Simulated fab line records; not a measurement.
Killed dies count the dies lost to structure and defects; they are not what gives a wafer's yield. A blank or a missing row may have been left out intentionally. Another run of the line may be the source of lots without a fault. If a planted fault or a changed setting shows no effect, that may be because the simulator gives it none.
Matching of chambers -- flow sky130 -- 4 sister chambers for SKY_VIA3_ETCH_15 on rieDiel-03
The step etches SiO2 in C4F8/O2/Ar, stops on TiN, target depth 507 nm, time 78 s. 8 wafers are shown with their chamber, then 8 later ones without.

WAFERS WITH THEIR CHAMBER
wafer,chamber,chamberPressureMTorr (mTorr),oesProductAu (a.u.)
L076.1,1,40.00,0.940
L080.2,2,40.02,0.934
L080.3,0,40.03,0.937
L080.6,3,40.03,0.952
L081.3,1,40.01,0.950
L081.4,3,40.05,0.946
L081.5,2,40.03,0.955
L084.3,0,40.03,0.946

WAFERS WITHOUT THEIR CHAMBER
wafer,chamberPressureMTorr (mTorr),oesProductAu (a.u.)
L084.4,39.96,0.942
L084.6,39.99,0.949
L087.1,40.00,0.945
L087.2,40.00,0.951
L087.4,40.00,0.943
L091.1,40.05,0.954
L091.4,40.05,0.948
L091.6,39.97,0.958

CHAMBER TAKEN BY EACH
wafer,from the rows above,in truth
L084.4,1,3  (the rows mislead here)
L084.6,1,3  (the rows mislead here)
L087.1,1,1
L087.2,1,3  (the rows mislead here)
L087.4,1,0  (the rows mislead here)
L091.1,can't be placed: 3 or 0 or 2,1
L091.4,can't be placed: 3 or 0 or 2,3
L091.6,1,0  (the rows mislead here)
Correct placement for 1 of the 8. From these rows, 2 cannot be placed; in 1 the true chamber is one of the candidates. 5 placed wrongly.
How it was worked out, from the rows above alone: a wafer's distance from a chamber is the root of the sum, over the readings, of the square of ((its reading less the chamber's mean) divided by the reading's scatter). The wafer belongs to the nearest chamber; if the next one is less than 2 further off, it can't be placed. A chamber's mean is the mean of its shown wafers. The scatter is the square root of a quotient: the sum, over the shown wafers, of each reading's squared deviation from its chamber's mean, divided by wafers minus chambers.
